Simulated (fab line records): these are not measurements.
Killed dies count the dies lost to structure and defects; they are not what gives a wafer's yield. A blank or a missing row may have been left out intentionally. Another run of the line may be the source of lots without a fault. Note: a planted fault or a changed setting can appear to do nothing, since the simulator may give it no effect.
8D (eight disciplines) problem report, filled in by code | flow gf180mcu | the parts of the form that need people (team, actions taken, sign-off) are left out

## 1. THE PROBLEM
Across 6 wafers from 2 lots, MVPSD_RS at GF_VT_IMPLANT_RS_MEAS_49 averages 1260 ohm/sq, while fault-free wafers read 1170 ohm/sq with a standard deviation of 3. That puts it +30 standard deviations away from the usual mean.
The step: measures by four-point-probe.
Earliest sighting: wafer L441.1 on film metro-04 at day 12 01:07. At this step, 39 wafers from 13 lots have a number in the record. By rule, "out" or "out of limits" means more than 4 standard deviations away from the usual mean. Any other wafer with a number is counted as sound.

## 2. WHAT THIS IS AND IS NOT
question                    | is                           | is not
which readings at this step | MVPSD_RS                     | -
which lots                  | L441, L442                   | L425, L426, L427, L428, L429, L433, L435, L436, L437, L438, L446
which wafers of those lots  | all that have a number       | -
read on which gauges        | film metro-01, film metro-04 | film metro-02
when                        | from day 12 01:07            | up to then (30 sound wafers); but 3 sound wafers of L446 came after

## 3. SUSPECTS, AND WHAT RULES EACH OUT
Counting: a tool at any process step up to the reading remains a suspect when it ran all the lots that are out and ran no sound lot after the first of those.
- the gauge at GF_VT_IMPLANT_RS_MEAS_49: ruled out. 2 gauges (film metro-01, film metro-04) read the wafers that are out.
- implanter-01 at GF_MVPSD_IMPLANT_08: kept. It processed each lot that is out, first L441 at day 8 23:18, and no sound lot thereafter; up to then, the last sound lot it processed was L438 at day 8 05:05. Its own dose ions cm2, faraday current uA readings are out on those wafers.
Left after counting: implanter-01 at GF_MVPSD_IMPLANT_08.

## 4. THE CAUSE (what the simulator had put in)
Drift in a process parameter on implanter-01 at GF_MVPSD_IMPLANT_08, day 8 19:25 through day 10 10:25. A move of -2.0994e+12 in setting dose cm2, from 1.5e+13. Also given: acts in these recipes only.
After counting, this tool was the only one left.

## 5. THE EFFECT CHAIN, in route order
Each row: a reading where the mean over the struck wafers with a number is more than 3 standard deviations away from the usual. Scope: only readings with a usual standard deviation given in the record; hours: median across lots of the time from each lot's start at the first step in this table that gives one to its start at this step; sigmas: change in usual standard deviations.
hours | step                     | reading            | usual       | on struck wafers | change   | sigmas
0     | GF_MVPSD_IMPLANT_08      | dose ions cm2      | 1.5e+13     | 1.3e+13          | -2.1e+12 | -99 or more
0     | GF_MVPSD_IMPLANT_08      | faraday current uA | 84.4        | 73.7             | -10.7    | -6.7
74    | GF_VT_IMPLANT_RS_MEAS_49 | MVPSD_RS           | 1170 ohm/sq | 1260             | +90      | +30
The process steps in it:
- GF_MVPSD_IMPLANT_08

## 6. HOW IT WOULD HAVE BEEN CAUGHT EARLIER
The first out-of-limits reading at a measuring or inspecting step in this record came at day 12 01:07, 78 hours after the fault's start at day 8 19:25.
At GF_MVPSD_IMPLANT_08, the tool's own readings (dose ions cm2, faraday current uA) were out on each struck wafer the step has a row for, so an alarm limit on them would have fired on the first such wafer.
By day 12 01:07, every lot that is out (2) had started GF_MVPSD_IMPLANT_08 on implanter-01. Tool hold at that time: it would have spared none of them.
